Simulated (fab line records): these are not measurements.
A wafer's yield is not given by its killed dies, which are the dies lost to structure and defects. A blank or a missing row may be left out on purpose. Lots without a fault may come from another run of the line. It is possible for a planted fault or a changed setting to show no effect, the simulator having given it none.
fab line records	flow sky130
record: lots: 6	wafers: 18	last-day: 49
route steps=708 shown VIA4@645 METAL5@661 PAD_OPEN@708
lots that met no fault: from a run of the same line without faults
start-h: start of the lot's first displayed wafer, in hours after the record's first day	wait-h: how many hours have passed since the lot's step before this one	" same as the row above	L1.1+2: a row that stands for several wafers	- no value, or no start was given	* or withheld: withheld	< > ~ a bound
route shown NAME@n: NAME is a module with steps in the file, n the number in the route of the first one	usual: mean/standard deviation of fault-free wafers	same: alike in all rows	chamber/n: place in a boat	sites: per-site readings	_std_site: their standard deviation	_edge_site: mean of outer sites minus mean of inner sites	radius-mm: for every site, how far away it sits from the centre of the wafer	mask NAME#n: copy n	behind: tool/chamber where the wafer was last shaped	hold: what put the lot on hold/how long, in hours/how the hold closed	device: transistor that didn't switch, given as n, p or np	end of line: the same wafers' tests at the end of the route	for a step that has no rows: nothing shown but its recipe	killed: count of dies lost to structure and defects at first sort (not the wafer's yield)	map: per-die view of a wafer (x killed, . not killed, _ where there is no die)
set.NAME: the setting the step ran with; set.NAME@STEP: the setting that earlier step ran with	model.NAME: the simulator's own value behind a step, which no gauge read
certain route steps with their lots: each step a table, each wafer a row
services: the hour from which a tool's chamber was out of use, counted from the record's first day as start-h (under 0 if before that day), plus the number of hours and why
== steps ==
step: SKY_VIA4_COAT_06
recipe: resist: NOVOLAK	spin-rpm: 3000	resist-thk-nm: 1140
step: SKY_VIA4_SOFTBAKE_07
recipe: temp-c: 90	time-s: 60	resist: NOVOLAK
step: SKY_VIA4_EXPOSE_08
recipe: mask-id: VIM4	na: 0.6	source-shape: conventional	sigma-outer: 0.6	polarization: unpolarized	target-cd-nm: 800	dose-mj: 132
step: SKY_VIA4_PEB_09
recipe: temp-c: withheld	time-s: *	resist: NOVOLAK
step: SKY_VIA4_DEVELOP_10
recipe: resist: NOVOLAK	developer: TMAH	develop-time-s: 60	dev-temp-c: 23
step: SKY_VIA4_OVL_MEAS_11
usual: VIA4_OVL: 0.0/1.5
lot.wafer	tool	chamber	start-h	wait-h	VIA4_OVL[nm]
L912.3	overlay-02	-	1003.57	0.1	-2.9
L912.5	"	-	"	"	-1.9
L912.6	"	-	"	"	-1.0
L919.1	overlay-02	-	1051.43	0.1	2.0
L919.3	"	-	"	"	1.7
L919.6	"	-	"	"	2.5
L924.1	overlay-02	-	1082.08	0.1	-2.1
L924.5	"	-	"	"	-2.1
L924.6	"	-	"	"	-3.4
L930.2	overlay-02	-	1116.46	0.1	0.8
L930.4	"	-	"	"	0.6
L930.6	"	-	"	"	-1.0
L931.2	overlay-02	-	1116.76	0.1	-0.6
L931.3	"	-	"	"	-0.4
L931.4	"	-	"	"	-1.4
L932.2	overlay-01	-	1124.26	0.1	2.4
L932.5	"	-	"	"	1.6
L932.6	"	-	"	"	2.6
step: SKY_VIA4_ETCH_12
recipe: target: SiO2	chemistry: C4F8/O2/Ar	stop-on: TiN	mask-material: NOVOLAK	source-w: 1500	bias-w: 1200	pressure-mtorr: 40	c4f8-flow-sccm: withheld	O2_flow_sccm: 6	Ar_flow_sccm: 300	time-s: withheld	target-depth-a: 5800
usual: bias-w: 1200/3.6	oes-product-au: 0.926/0.0049
lot.wafer	tool	chamber	start-h	wait-h	bias-w	oes-product-au
L912.3	rie-diel-01	3	1003.59	0.0	1202	0.926
L912.5	"	2	"	"	1197	0.927
L912.6	"	3	"	"	1196	0.932
L919.1	rie-diel-02	3	1051.47	0.0	1195	0.935
L919.3	"	0	"	"	1199	0.921
L919.6	"	3	"	"	1199	0.932
L924.1	rie-diel-04	1	1082.12	0.0	1198	0.925
L924.5	"	3	"	"	1200	0.926
L924.6	"	0	"	"	1200	0.923
L930.2	rie-diel-02	3	1116.49	0.0	1202	0.919
L930.4	"	3	"	"	1202	0.925
L930.6	"	1	"	"	1200	0.920
L931.2	rie-diel-01	2	1116.79	0.0	1201	0.921
L931.3	"	3	"	"	1206	0.927
L931.4	"	0	"	"	1202	0.926
L932.2	rie-diel-01	3	1124.29	0.0	1201	0.929
L932.5	"	0	"	"	1203	0.923
L932.6	"	1	"	"	1201	0.926
step: SKY_VIA4_STRIP_13
recipe: chemistry: O2/N2	power-w: 1400	pressure-mtorr: 1500	platen-temp-c: withheld	o2-flow-sccm: 3000	n2-flow-sccm: 300	overash-fraction: 0.5
usual: drypump-motor-current-A: 5.66/0.28	oes-product-au: 0.710/0.0049	strip-time-to-endpoint-s: 12.808/0.03
lot.wafer	tool	chamber	start-h	wait-h	drypump-motor-current-A	oes-product-au	rf-hours-counter-h	strip-time-to-endpoint-s
L912.3	plasma-asher-01	0	1003.70	-	5.35	0.710	-	12.780
L912.5	"	0	"	"	5.29	0.703	-	12.772
L912.6	"	1	"	"	5.84	0.705	-	12.800
L919.1	plasma-asher-01	0	1051.54	-	5.32	0.714	88	12.756
L919.3	"	1	"	"	5.83	0.703	-	12.779
L919.6	"	0	"	"	5.35	0.712	-	12.800
L924.1	plasma-asher-03	1	1082.19	-	5.93	0.718	68	12.833
L924.5	"	1	"	"	5.94	0.708	-	12.758
L924.6	"	0	"	"	5.76	0.710	-	12.788
L930.2	plasma-asher-01	0	1116.56	-	5.34	0.703	95	12.777
L930.4	"	1	"	"	5.84	0.713	-	12.767
L930.6	"	0	"	"	5.30	0.703	-	12.797
L931.2	plasma-asher-03	1	1116.86	-	5.97	0.709	72	12.884
L931.3	"	1	"	"	5.97	0.714	-	12.845
L931.4	"	0	"	"	5.77	0.700	-	12.846
L932.2	plasma-asher-04	1	1124.36	-	5.84	0.710	6	12.776
L932.5	"	0	"	"	4.98	0.708	-	12.799
L932.6	"	1	"	"	5.84	0.715	-	12.826
step: SKY_VIA4_STRIP_14
recipe: chemistry: post-etch-residue-remover	time-s: 1200	temp-c: 72.5
step: SKY_VIA4_CLEAN_15
recipe: chemistry: IPA	time-s: 180	temp-c: 25
step: SKY_VIA4_CLEAN_16
recipe: chemistry: O3/DIW	dry: n2-spin
step: SKY_VIA4_SPUTTER_17
recipe: material: TiN	target-thk-nm: 20	chamber-pressure-pa: 5	power-w: 4000	time-s: 80
usual: throttle-valve-pct: 29.7/0.86
same: time-s: 80
lot.wafer	tool	chamber	start-h	wait-h	throttle-valve-pct
L912.3	pvd-sputter-04	-	1004.29	0.0	30.4
L912.5	"	-	"	"	30.4
L912.6	"	-	"	"	30.3
L919.1	pvd-sputter-02	-	1052.20	0.0	30.5
L919.3	"	-	"	"	30.3
L919.6	"	-	"	"	29.5
L924.1	pvd-sputter-04	-	1082.79	0.0	28.4
L924.5	"	-	"	"	30.4
L924.6	"	-	"	"	28.8
L930.2	pvd-sputter-02	-	1117.16	0.0	30.4
L930.4	"	-	"	"	29.6
L930.6	"	-	"	"	29.8
L931.2	pvd-sputter-04	-	1117.46	0.0	30.3
L931.3	"	-	"	"	28.4
L931.4	"	-	"	"	30.2
L932.2	pvd-sputter-01	-	1124.96	0.0	31.5
L932.5	"	-	"	"	29.2
L932.6	"	-	"	"	29.6
step: SKY_VIA4_CVD_18
recipe: material: W	target-thk-nm: 505	time-s: 152.14	temp-c: 400	pressure-torr: 40
usual: chamber-pressure-Torr: 40.00/0.094	heater-power-w: 899/58	susceptor-temp-C: 399.99/0.21
same: time-s: 152.14
lot.wafer	tool	chamber	start-h	wait-h	chamber-pressure-Torr	heater-power-w	susceptor-temp-C	model.W_of_VIA4_CVD_18.thk-nm
L912.3	cvd-w-02	1	1004.41	0.1	39.96	819	399.88	506.9
L912.5	"	1	"	"	40.03	829	399.69	507
L912.6	"	0	"	"	39.73	964	400.41	506.4
L919.1	cvd-w-01	0	1052.26	0.0	40.04	975	400.04	507.1
L919.3	"	1	"	"	39.93	895	399.87	499.6
L919.6	"	1	"	"	40.02	883	400.11	506.6
L924.1	cvd-w-01	1	1082.85	0.0	39.99	864	400.24	509.2
L924.5	"	1	"	"	40.00	893	400.34	501.1
L924.6	"	0	"	"	40.01	934	399.89	508.3
L930.2	cvd-w-01	0	1117.22	0.0	39.99	933	390.70	439.2
L930.4	"	0	"	"	40.07	892	390.62	440.3
L930.6	"	1	"	"	40.07	889	399.73	511
L931.2	cvd-w-01	1	1117.52	0.0	39.85	859	399.93	508.3
L931.3	"	1	"	"	39.95	860	399.77	506.6
L931.4	"	0	"	"	39.93	895	391.09	429.6
L932.2	cvd-w-02	0	1125.07	0.1	40.15	950	400.13	516.4
L932.5	"	0	"	"	39.87	953	399.58	512.5
L932.6	"	0	"	"	40.12	930	399.78	514.6
step: SKY_VIA4_RS_MEAS_19
recipe: thk-meas-gauge: four-point-probe	reads: W_of_VIA4_CVD_18+TiN_of_VIA4_SPUTTER_17
usual: VIA4_W_RS: 0.2254/0.0021
lot.wafer	tool	chamber	start-h	wait-h	VIA4_W_RS[ohm/sq]
L912.3	film-metro-02	-	1004.55	0.1	0.2260
L912.5	"	-	"	"	0.2263
L912.6	"	-	"	"	0.2261
L919.1	film-metro-03	-	1052.41	0.1	0.2253
L919.3	"	-	"	"	0.2292
L919.6	"	-	"	"	0.2253
L924.1	film-metro-02	-	1083.00	0.1	0.2248
L924.5	"	-	"	"	0.2286
L924.6	"	-	"	"	0.2252
L930.2	film-metro-02	-	1117.39	0.1	0.2605
L930.4	"	-	"	"	0.2602
L930.6	"	-	"	"	0.2239
L931.2	film-metro-02	-	1117.69	0.1	0.2248
L931.3	"	-	"	"	0.2259
L931.4	"	-	"	"	0.2676
L932.2	film-metro-03	-	1125.34	0.2	0.2217
L932.5	"	-	"	"	0.2232
L932.6	"	-	"	"	0.2223
step: SKY_VIA4_THK_MEAS_20
recipe: thk-meas-gauge: xrf	reads: W_of_VIA4_CVD_18
usual: VIA4_W_THK: 512/7.6
lot.wafer	tool	chamber	start-h	wait-h	VIA4_W_THK[nm]
L912.3	film-metro-02	-	1004.65	0.1	502
L912.5	"	-	"	"	503
L912.6	"	-	"	"	500
L919.1	film-metro-03	-	1052.53	0.1	515
L919.3	"	-	"	"	509
L919.6	"	-	"	"	516
L924.1	film-metro-02	-	1083.12	0.1	504
L924.5	"	-	"	"	495
L924.6	"	-	"	"	502
L930.2	film-metro-02	-	1117.50	0.1	443
L930.4	"	-	"	"	441
L930.6	"	-	"	"	519
L931.2	film-metro-02	-	1117.80	0.1	513
L931.3	"	-	"	"	513
L931.4	"	-	"	"	431
L932.2	film-metro-03	-	1125.45	0.1	522
L932.5	"	-	"	"	518
L932.6	"	-	"	"	522
step: SKY_VIA4_CMP_21
recipe: stop-on: SiO2	t-overpolish-s: 25	down-force-psi: 3.5	platen-rpm: 60	target-thk-nm: 0	pad-velocity-m-s: 0.94248
usual: motor-current-A: 10.9/1.4	time-to-endpoint-s: 126/4.1
lot.wafer	tool	chamber	start-h	wait-h	motor-current-A	time-to-endpoint-s
L912.3	cmp-01	0	1004.84	0.2	14.6	129
L912.6	"	1	"	"	10.1	124
L912.5	"	2	"	"	12.0	123
L919.1	cmp-02	0	1052.88	0.3	12.1	124
L919.3	"	3	"	"	10.9	118
L919.6	"	0	"	"	12.1	127
L924.1	cmp-01	0	1083.23	0.1	14.0	135
L924.5	"	3	"	"	9.8	132
L924.6	"	0	"	"	13.8	131
L930.4	cmp-01	1	1117.55	0.0	10.4	108
L930.2	"	0	"	"	14.2	112
L930.6	"	2	"	"	12.0	123
L931.3	cmp-01	3	1117.85	0.0	9.5	124
L931.2	"	0	"	"	14.5	128
L931.4	"	2	"	"	12.3	102
L932.2	cmp-02	3	1125.62	0.2	10.6	124
L932.6	"	2	"	"	9.1	128
L932.5	"	3	"	"	11.0	121
step: SKY_METAL5_SPUTTER_00
recipe: material: Ti	target-thk-nm: 15	power-w: 3000	time-s: 10	chamber-pressure-pa: 0.4
usual: throttle-valve-pct: 30.2/0.86
same: time-s: 10
lot.wafer	tool	chamber	start-h	wait-h	throttle-valve-pct
L912.3	pvd-sputter-01	-	1004.99	0.1	31.6
L912.5	"	-	"	"	29.2
L912.6	"	-	"	"	30.0
L919.1	pvd-sputter-03	-	1053.18	0.2	29.9
L919.3	"	-	"	"	30.6
L919.6	"	-	"	"	29.8
L924.1	pvd-sputter-01	-	1083.48	0.2	29.3
L924.5	"	-	"	"	29.6
L924.6	"	-	"	"	30.0
L930.2	pvd-sputter-01	-	1117.85	0.1	31.4
L930.4	"	-	"	"	29.4
L930.6	"	-	"	"	29.9
L931.2	pvd-sputter-02	-	1118.15	0.2	29.8
L931.3	"	-	"	"	30.0
L931.4	"	-	"	"	30.4
L932.2	pvd-sputter-03	-	1125.87	0.2	31.9
L932.5	"	-	"	"	29.5
L932.6	"	-	"	"	30.6
step: SKY_PAD_OPEN_PROBE_99
usual: defect-limited-yield: 82.5/1.8	killed_at_M0_to_M3: 43/6.5	killed_at_M4_up: 3.1/1.8	killed-at-contacts: 24/4.8	killed-at-front-end: 15/4.7	killed-at-other: 0.3/0.58	killed-dies: 86/8.6	killed-on-rim: 17/4.1	killed-open: 47/6.7	killed-short: 39/6.1	sort_bin_3_pad_short: 0.8/0.38	sort_bin_5_function: 10.4/1.3	sort_bin_6_memory: 6.2/1.1	sort-n-pass: 406/8.6	sort-yield-pct: 82.5/1.8
same: gross-dies: 492	killed-at-back-side: 0	sort_bin_4_leakage[%]: 0	sort_bin_8_speed[%]: 0
lot.wafer	tool	chamber	start-h	wait-h	defect-limited-yield[%]	killed_at_M0_to_M3	killed_at_M4_up	killed-at-contacts	killed-at-front-end	killed-at-other	killed-dies	killed-on-rim	killed-open	killed-short	sort_bin_3_pad_short[%]	sort_bin_5_function[%]	sort_bin_6_memory[%]	sort-n-pass	sort-yield-pct[%]
L912.3	prober-01	-	1074.96	0.6	82.9	43	1	27	13	0	84	18	44	40	0.2	11.6	5.3	408	82.9
L912.5	prober-01	-	1075.06	0.7	83.7	39	3	21	17	0	80	16	42	38	0.8	9.8	5.7	412	83.7
L912.6	prober-01	-	1075.11	0.7	83.5	41	6	19	14	1	81	16	43	38	0.4	7.9	8.1	411	83.5
L919.1	prober-02	-	1117.04	0.1	82.5	42	0	17	27	0	86	17	45	41	1.4	10.4	5.7	406	82.5
L919.3	prober-02	-	1117.14	0.2	83.1	48	0	22	13	0	83	20	55	28	0.6	10.0	6.3	409	83.1
L919.6	prober-02	-	1117.29	0.2	81.1	39	2	26	25	1	93	26	47	46	0.8	11.0	7.1	399	81.1
L924.1	prober-01	-	1145.41	0.1	84.6	28	1	22	25	0	76	16	39	37	0.6	9.6	5.3	416	84.6
L924.5	prober-01	-	1145.61	0.2	81.9	44	1	23	21	0	89	18	52	37	1.0	10.2	6.9	403	81.9
L924.6	prober-01	-	1145.66	0.2	79.1	48	2	25	28	0	103	22	62	41	0.8	12.6	7.5	389	79.1
L930.2	prober-02	-	1177.05	0.1	84.3	40	3	24	10	0	77	13	43	34	0.6	10.2	4.9	415	84.3
L930.4	prober-02	-	1177.15	0.2	82.3	38	2	30	17	0	87	10	52	35	0.2	12.6	4.9	405	82.3
L930.6	prober-02	-	1177.25	0.2	82.9	43	6	25	9	1	84	12	36	48	0.6	10.4	6.1	408	82.9
L931.2	prober-01	-	1177.94	0.1	80.3	49	5	24	18	1	97	12	49	48	1.6	11.8	6.3	395	80.3
L931.3	prober-01	-	1177.99	0.2	81.3	51	4	25	12	0	92	16	50	42	1.0	11.0	6.7	400	81.3
L931.4	prober-01	-	1178.04	0.2	84.1	33	3	25	17	0	78	14	42	36	0.2	9.6	6.1	414	84.1
L932.2	prober-02	-	1183.77	0.1	79.9	44	7	36	11	1	99	27	61	38	1.4	12.0	6.7	393	79.9
L932.5	prober-02	-	1183.92	0.2	85.8	40	5	16	9	0	70	15	37	33	0.6	8.7	4.9	422	85.8
L932.6	prober-02	-	1183.97	0.2	82.3	52	2	22	11	0	87	15	46	41	1.0	10.6	6.1	405	82.3
killed by level:class
L912.3 VIA1:geometric-particle:open=13 CONTACT:geometric-particle:open=9 METAL1:geometric-particle:short=7 CONTACT:geometric-particle:short=6 VIA1:geometric-particle:short=6 VIA2:geometric-particle:open=6 LI_CONTACT:geometric-particle:open=5 LOCAL_INTERCONNECT:geometric-particle:short=5
L912.5 VIA2:geometric-particle:open=8 VIA1:geometric-particle:open=7 CONTACT:geometric-particle:short=7 CONTACT:geometric-particle:open=7 FIELD_ISO:geometric-particle:short=6 VIA3:geometric-particle:open=5 METAL2:geometric-particle:short=4 LOCAL_INTERCONNECT:geometric-particle:short=4
L912.6 VIA3:geometric-particle:open=8 VIA1:geometric-particle:open=7 VIA2:geometric-particle:open=7 POLY_GATE:geometric-particle:open=6 LI_CONTACT:geometric-particle:open=4 LOCAL_INTERCONNECT:geometric-particle:short=4 CONTACT:geometric-particle:short=4 CONTACT:geometric-particle:open=4
L919.1 VIA2:geometric-particle:open=10 FIELD_ISO:geometric-particle:short=9 CONTACT:geometric-particle:short=7 FIELD_ISO:geometric-particle:open=6 VIA1:geometric-particle:open=6 POLY_GATE:geometric-particle:open=5 LI_CONTACT:geometric-particle:open=5 VIA3:geometric-particle:open=5
L919.3 CONTACT:geometric-particle:open=13 METAL1:geometric-particle:short=9 VIA2:geometric-particle:open=9 VIA1:geometric-particle:open=7 FIELD_ISO:geometric-particle:open=6 LI_CONTACT:geometric-particle:open=6 METAL1:geometric-particle:open=6 VIA2:geometric-particle:short=6
L919.6 VIA1:geometric-particle:open=10 CONTACT:geometric-particle:open=9 POLY_GATE:geometric-particle:short=8 FIELD_ISO:geometric-particle:open=6 CONTACT:geometric-particle:short=6 VIA1:geometric-particle:short=6 METAL2:geometric-particle:short=6 LI_CONTACT:geometric-particle:open=5
L924.1 CONTACT:geometric-particle:open=9 FIELD_ISO:geometric-particle:short=8 VIA1:geometric-particle:open=7 FIELD_ISO:geometric-particle:open=6 METAL1:geometric-particle:short=6 VIA3:geometric-particle:open=6 POLY_GATE:geometric-particle:short=5 LI_CONTACT:geometric-particle:open=4
L924.5 VIA1:geometric-particle:open=12 VIA3:geometric-particle:open=10 FIELD_ISO:geometric-particle:short=7 FIELD_ISO:geometric-particle:open=7 LI_CONTACT:geometric-particle:open=7 CONTACT:geometric-particle:open=6 CONTACT:geometric-particle:short=5 VIA3:geometric-particle:short=5
L924.6 VIA1:geometric-particle:open=12 CONTACT:geometric-particle:open=12 FIELD_ISO:geometric-particle:open=10 VIA1:geometric-particle:short=7 LI_CONTACT:geometric-particle:open=7 METAL2:geometric-particle:short=7 POLY_GATE:geometric-particle:open=6 FIELD_ISO:geometric-particle:short=5
L930.2 VIA1:geometric-particle:open=16 CONTACT:geometric-particle:open=10 METAL2:geometric-particle:short=7 LOCAL_INTERCONNECT:geometric-particle:short=5 FIELD_ISO:geometric-particle:open=4 CONTACT:geometric-particle:short=4 METAL3:geometric-particle:short=4 VIA3:geometric-particle:open=4
L930.4 LI_CONTACT:geometric-particle:open=10 VIA1:geometric-particle:open=10 POLY_GATE:geometric-particle:open=7 LI_CONTACT:geometric-particle:short=6 CONTACT:geometric-particle:open=6 METAL1:geometric-particle:open=5 VIA2:geometric-particle:open=4 LOCAL_INTERCONNECT:geometric-particle:short=4
L930.6 METAL2:geometric-particle:short=9 CONTACT:geometric-particle:open=8 VIA3:geometric-particle:open=8 METAL1:geometric-particle:short=7 LI_CONTACT:geometric-particle:short=5 METAL4:geometric-particle:short=5 LOCAL_INTERCONNECT:geometric-particle:short=5 VIA1:geometric-particle:open=5
L931.2 VIA1:geometric-particle:open=10 CONTACT:geometric-particle:open=9 METAL1:geometric-particle:short=8 LI_CONTACT:geometric-particle:open=7 VIA3:geometric-particle:open=7 VIA3:geometric-particle:short=5 VIA2:geometric-particle:open=5 FIELD_ISO:geometric-particle:short=4
L931.3 VIA1:geometric-particle:open=12 METAL1:geometric-particle:short=11 LI_CONTACT:geometric-particle:open=9 CONTACT:geometric-particle:open=6 LOCAL_INTERCONNECT:geometric-particle:short=5 VIA2:geometric-particle:open=5 METAL3:geometric-particle:short=5 VIA3:geometric-particle:open=4
L931.4 CONTACT:geometric-particle:open=11 VIA1:geometric-particle:open=6 VIA2:geometric-particle:open=6 FIELD_ISO:geometric-particle:short=5 LI_CONTACT:geometric-particle:open=5 CONTACT:geometric-particle:short=5 POLY_GATE:geometric-particle:short=4 METAL1:geometric-particle:short=4
L932.2 VIA2:geometric-particle:open=14 LI_CONTACT:geometric-particle:open=11 CONTACT:geometric-particle:open=10 CONTACT:geometric-particle:short=7 METAL1:geometric-particle:short=6 VIA1:geometric-particle:open=6 VIA3:geometric-particle:open=5 FIELD_ISO:geometric-particle:open=4
L932.5 METAL1:geometric-particle:short=12 VIA1:geometric-particle:open=8 FIELD_ISO:geometric-particle:open=5 CONTACT:geometric-particle:open=5 LOCAL_INTERCONNECT:geometric-particle:short=4 VIA2:geometric-particle:open=4 METAL4:geometric-particle:short=4 LI_CONTACT:geometric-particle:open=3
L932.6 VIA1:geometric-particle:open=12 CONTACT:geometric-particle:open=8 METAL3:geometric-particle:short=6 VIA3:geometric-particle:open=6 LI_CONTACT:geometric-particle:open=5 VIA2:geometric-particle:open=5 CONTACT:geometric-particle:short=4 METAL2:geometric-particle:short=4
== services ==
tool	chamber	start-h	hours	kind
plasma-asher-01	-	982.43	0.4	repair
rie-diel-02	3	989.40	2.9	repair
plasma-asher-01	-	999.09	3.7	repair
rie-diel-02	2	1002.67	7.6	repair
pvd-sputter-04	-	1010.58	3.0	repair
plasma-asher-01	-	1018.19	0.9	repair
rie-diel-01	2	1024.00	14.9	repair
cmp-01	-	1037.58	17.4	pm
rie-diel-02	1	1055.88	7.8	repair
cmp-02	-	1060.88	2.2	repair
pvd-sputter-02	-	1068.27	6.0	repair
cvd-w-01	0	1076.35	1.6	repair
rie-diel-02	2	1077.08	1.3	repair
cmp-02	-	1078.59	0.6	repair
cmp-02	-	1083.05	1.5	repair
cvd-w-02	-	1083.47	0.6	repair
cmp-01	-	1084.00	4.0	pm
cmp-01	-	1087.04	1.8	repair
cmp-02	-	1103.05	0.4	repair
rie-diel-02	0	1116.47	1.8	repair
cvd-w-02	1	1117.35	8.4	repair
pvd-sputter-02	-	1121.42	1.1	repair
cmp-02	-	1121.99	0.2	repair
cmp-01	-	1124.89	3.2	repair
== key ==
first-sign: step: SKY_VIA4_CVD_18	reading: susceptor-temp-C	direction: down	sigmas: 43	usual: *	struck: *
effect: step: SKY_VIA4_RS_MEAS_19	reading: VIA4_W_RS	direction: up	sigmas: 18	usual: 0.2254	struck: 0.2628
effect: step: SKY_VIA4_THK_MEAS_20	reading: VIA4_W_THK	direction: down	sigmas: 9.6	usual: 512	struck: 439
effect: step: SKY_VIA4_CMP_21	reading: time-to-endpoint-s	direction: down	sigmas: 4.5	usual: *	struck: *
model-effect: step: SKY_VIA4_CVD_18	value: W_of_VIA4_CVD_18.thk-nm	without: 513.5	struck: 436.4
met-at SKY_VIA4_CVD_18
struck-wafers L930.2,L930.4,L931.4
onset-between 1082.85 1117.22
fault: kind: process-parameter-drift	tool: cvd-w-01	chamber: 0	onset-h: 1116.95	steps: SKY_VIA4_CVD_18	channel: temp-c	offset: *	shape: step	end-h: 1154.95	acts-in: *	stated: *
